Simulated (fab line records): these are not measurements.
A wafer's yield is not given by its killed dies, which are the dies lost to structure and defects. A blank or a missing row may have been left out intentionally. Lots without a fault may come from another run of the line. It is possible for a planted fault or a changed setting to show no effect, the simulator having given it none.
A struck lot beside a sound one :: flow gf180mcu :: 17 steps out of a route of 602
Sound: wafers L177.2, L177.3, L177.6. Struck: wafer L171.2 (left out: L171.1, L171.5 of the same lot, which were not struck); the cause appears at the end.
For every step that has rows: the tool of each side, followed by ch and its chambers, followed by its first start. Under that, the readings that differ: sound wafers :: struck wafers :: difference of the means :: sigmas: that difference in standard deviations of wafers without a fault.
alike: readings whose means differ by less than 2 such deviations, and words and numbers that are the same on both sides. not compared: withheld readings, readings that some wafer has no value for, bounds like >300 that may hide the same value, and numbers for which the record gives no deviation and whose values overlap.
A row with sigmas, a row that says differs or no value, or rows on one side alone: a step with any of these is where the two part. Numbers that don't overlap but have no deviation are shown without sigmas and don't part them. A reading missing from all wafers of one side parts the sides only when that side holds two or more wafers.

first, 2 steps without rows for these wafers: GF_CONTACT_PEB_12 (peb time 90 s); GF_CONTACT_DEVELOP_13 (develop time 60 s).
GF_CONTACT_CD_MEAS_14: target cd 220 nm.
  sound on cd sem-02 at day 21 08:44; struck on cd sem-02 at day 19 06:37
  alike: cd nm
GF_CONTACT_OVL_MEAS_15:
  sound on overlay-01 at day 21 08:50; struck on overlay-01 at day 19 06:44
  alike: CONTACT_OVL
GF_CONTACT_ETCH_16: etches BARC in N2/H2.
  sound on rie diel-01 ch 2,3, day 21 08:52; struck on rie diel-04 ch 2, day 19 06:47
reading: drypump motor current A (A)
sound: 6.1 6.0 6.2
struck: 4.7
difference: -1.4
sigmas: -3

reading: oes product au (a.u.)
sound: 0.863 0.855 0.850
struck: 0.844
difference: -0.012
sigmas: -2
  alike: throttle valve pct
then, 1 step without rows for these wafers: GF_CONTACT_ETCH_17 (etches SiO2 in C4F8/O2/Ar, stops on CoSi2, target depth 860 nm).
GF_CONTACT_STRIP_18: strips in O2/N2.
  sound on plasma asher-02 ch 0,1, day 21 09:02; struck on plasma asher-02 ch 1, day 19 06:56
  alike: drypump motor current A, heater power w, oes product au
  not compared: rf hours counter h
then, 3 steps without rows for these wafers: GF_CONTACT_CLEAN_19 (cleans in SPM); GF_CONTACT_CLEAN_20 (cleans in DIW); GF_CONTACT_CLEAN_21 (cleans in dHF, time 20 s).
GF_CONTACT_SPUTTER_22: material Ti, target thk 15 nm, time 80.02 s.
  sound on pvd sputter-02 at day 21 09:20; struck on pvd sputter-04 at day 19 07:15
  alike: throttle valve pct
GF_CONTACT_SPUTTER_23: material TiN, target thk 10 nm, time 40 s.
  sound on pvd sputter-02 at day 21 09:24; struck on pvd sputter-04 at day 19 07:19
  alike: throttle valve pct
GF_CONTACT_CVD_24: deposits W, target thk 300 nm, time 90.339 s.
  sound on cvd w-02 ch 0,1, day 21 09:26; struck on cvd w-01 ch 1, day 19 07:21
reading: chamber pressure Torr (Torr)
sound: 40.28 39.93 40.10
struck: 43.24
difference: +3.14
sigmas: +36

reading: model.W_of_CONTACT_CVD_24.thk nm (nm)
sound: 297.4 298.8 299.8
struck: 312.9
difference: +14.2
sigmas: 
  alike: heater power w
GF_CONTACT_RS_MEAS_25: a four-point-probe measurement.
  sound on film metro-03 at day 21 09:34; struck on film metro-03 at day 19 07:27
reading: CONTACT_W_RS (ohm/sq)
sound: 0.386 0.385 0.383
struck: 0.367
difference: -0.018
sigmas: -4
GF_CONTACT_THK_MEAS_26: measures by xrf.
  sound on film metro-03 at day 21 09:40; struck on film metro-03 at day 19 07:34
reading: CONTACT_W_THK (nm)
sound: 297 297 299
struck: 313
difference: +15
sigmas: +5
GF_CONTACT_CMP_27: polishes, stops on SiO2, t overpolish 15 s, target thk 0 nm.
  sound on cmp-02 ch 0,2,3, day 21 09:46; struck on cmp-01 ch 0, day 19 07:43
reading: time to endpoint s (s)
sound: 63 64 76
struck: 75
difference: +7
sigmas: +2
  alike: motor current A, overpolish run s, platen rpm
GF_PASSIVATION_PROBE_99:
  the record has rows for the sound wafers here (prober-01, day 32 23:34) and none for the struck ones

## WHERE THEY PART
First at GF_CONTACT_ETCH_16; last, within this record, at GF_PASSIVATION_PROBE_99.

WHY: what had been put in by the simulator
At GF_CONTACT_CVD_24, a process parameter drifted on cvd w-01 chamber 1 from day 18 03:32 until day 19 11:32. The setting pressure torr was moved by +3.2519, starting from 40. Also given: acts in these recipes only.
